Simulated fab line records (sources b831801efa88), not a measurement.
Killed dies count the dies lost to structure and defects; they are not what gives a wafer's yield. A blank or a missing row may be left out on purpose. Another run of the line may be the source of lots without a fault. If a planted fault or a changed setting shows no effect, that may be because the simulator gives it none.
Which tool is to blame?    flow sky130    18 wafers from 6 lots sampled at 2 of the route's 708 steps

== WHAT EACH GAUGE READ, for each wafer ==
SKY_VIA1_THK_MEAS_23: measures by xrf.
lot   measured      on             VIA1_W_THK (nm)
L224  day 34 00:14  film metro-01  280 282 276
L226  day 34 19:32  film metro-02  269 273 271
L233  day 37 03:35  film metro-03  274 276 271
L237  day 38 08:36  film metro-01  279 277 275
L239  day 39 02:29  film metro-02  277 272 273
L242  day 39 14:51  film metro-03  280 271 280

== WHAT TOOL EACH LOT RAN ON (gives the tool, then ch and the chambers of the sampled wafers, and finally the start) ==
lot   SKY_LDD_N_IMPLANT_11
L224  implanter-01 ch 0, day 17 18:05
L226  implanter-01 ch 0, day 18 16:28
L233  implanter-01 ch 0, day 21 06:31
L237  implanter-03 ch 0, day 22 21:49
L239  implanter-02 ch 0, day 23 18:58
L242  implanter-03 ch 0, day 24 09:08
- SKY_LDD_N_IMPLANT_11

== THE ANSWER, worked out from the rows above alone ==
Rule: the usual values come from the lots themselves. The widest of any qualifying gaps counts: lots, ordered by their means at a reading, are off when they make up no more than a third of the lots, leave a main group of 4 or more, and stand apart from it by 3 or more times the standard deviation of that group's means. A main group whose means are all the same, to the digits that the tables above print for the reading, isn't used. A lot without any number at a reading at which 4 lots or more have one is off too. Where the step has rows for the other lots, those lots are counted as sound.
Across all readings shown, no lot is off: no conclusion can be drawn from this.

== WHAT THE SIMULATOR PUT IN ==
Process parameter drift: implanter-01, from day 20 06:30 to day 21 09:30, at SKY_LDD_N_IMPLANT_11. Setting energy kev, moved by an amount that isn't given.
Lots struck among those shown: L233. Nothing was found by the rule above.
